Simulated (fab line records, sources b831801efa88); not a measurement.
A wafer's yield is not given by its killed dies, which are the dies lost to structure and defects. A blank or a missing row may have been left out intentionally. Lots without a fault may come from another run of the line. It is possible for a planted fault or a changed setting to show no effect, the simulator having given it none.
Comparing a struck lot with a sound one || flow sky130 || 14 steps out of a route of 708
Sound: these wafers, L240.3, L240.5, L240.6. Wafers L250.1, L250.2, L250.5 were the ones struck. At the end, the cause is stated.
At each step with rows: each side's tool, then ch and its chambers, then its first start. Under that, the readings that differ: sound wafers || struck wafers || difference of the means || sigmas: that difference in standard deviations of wafers without a fault.
alike: words and numbers the same on both sides, and readings whose means are apart by under 2 such deviations; not compared: readings that were withheld, readings missing a value for some wafer, numbers with overlapping values and no deviation given by the record, and bounds like >300 which may hide the same value.
Wherever a step has rows on one side only, a row that says differs or no value, or a row with sigmas, the two part there. Numbers that don't overlap but have no deviation are shown without sigmas and don't part them. Lack of a reading on every wafer of one side parts them only where that side has two or more wafers.

first, 1 step without rows for these wafers: SKY_CAPM_DEVELOP_11 (develop time 60 s).
SKY_CAPM_OVL_MEAS_12:
  struck on overlay-02, day 40 16:10; sound on overlay-02, day 38 19:16
  alike: CAPM_OVL
SKY_CAPM_METAL_ETCH_13: etches TiN in Cl2/BCl3, stops on SiO2, target depth 220 nm, time 62.9 s.
  sound on rie-metal-04 ch 0,1, day 38 19:19; struck on rie-metal-01 ch 0,1, day 40 16:11
  alike: bias-w, drypump-motor-current-A, mfc-cl2-sccm, oes-product-au, throttle-valve-pct
  not compared: rf-hours-counter-h
SKY_CAPM_STRIP_14: strips in O2/N2.
  sound on plasma-asher-04 ch 0,1, day 38 19:24; struck on plasma-asher-03 ch 0,1, day 40 16:16
  alike: drypump-motor-current-A, oes-product-au, strip-time-to-endpoint-s
  not compared: rf-hours-counter-h
then, 8 steps without rows for these wafers: SKY_CAPM_STRIP_15 (strips in post etch residue remover, time 1200 s); SKY_CAPM_CLEAN_16 (cleans in IPA, time 180 s); SKY_CAPM_CLEAN_17 (cleans in O3/DIW); SKY_METAL3_DEHYDRATE_05 (time 60 s); SKY_METAL3_HMDS_06 (prime time 60 s); SKY_METAL3_COAT_07 (resist thk 60 nm); SKY_METAL3_COAT_08 (resist thk 1140 nm); SKY_METAL3_SOFTBAKE_09 (time 90 s).
SKY_METAL3_EXPOSE_10: exposes mask MM3, target cd 300 nm.
  sound on krf-scanner-02 ch 0, day 39 08:08; struck on krf-scanner-02, day 41 04:59
  no value came back on the struck wafers for exposure-dose-mJ-cm2, focus-offset-nm (nm), sigma-outer; on the sound wafers exposure-dose-mJ-cm2 reads 28.07 28.06 28.06
  alike: mask
then, 1 step without rows for these wafers: SKY_METAL3_PEB_11.

WHERE THEY PART
Within this record, at SKY_METAL3_EXPOSE_10 only.

WHY: the cause the simulator had injected
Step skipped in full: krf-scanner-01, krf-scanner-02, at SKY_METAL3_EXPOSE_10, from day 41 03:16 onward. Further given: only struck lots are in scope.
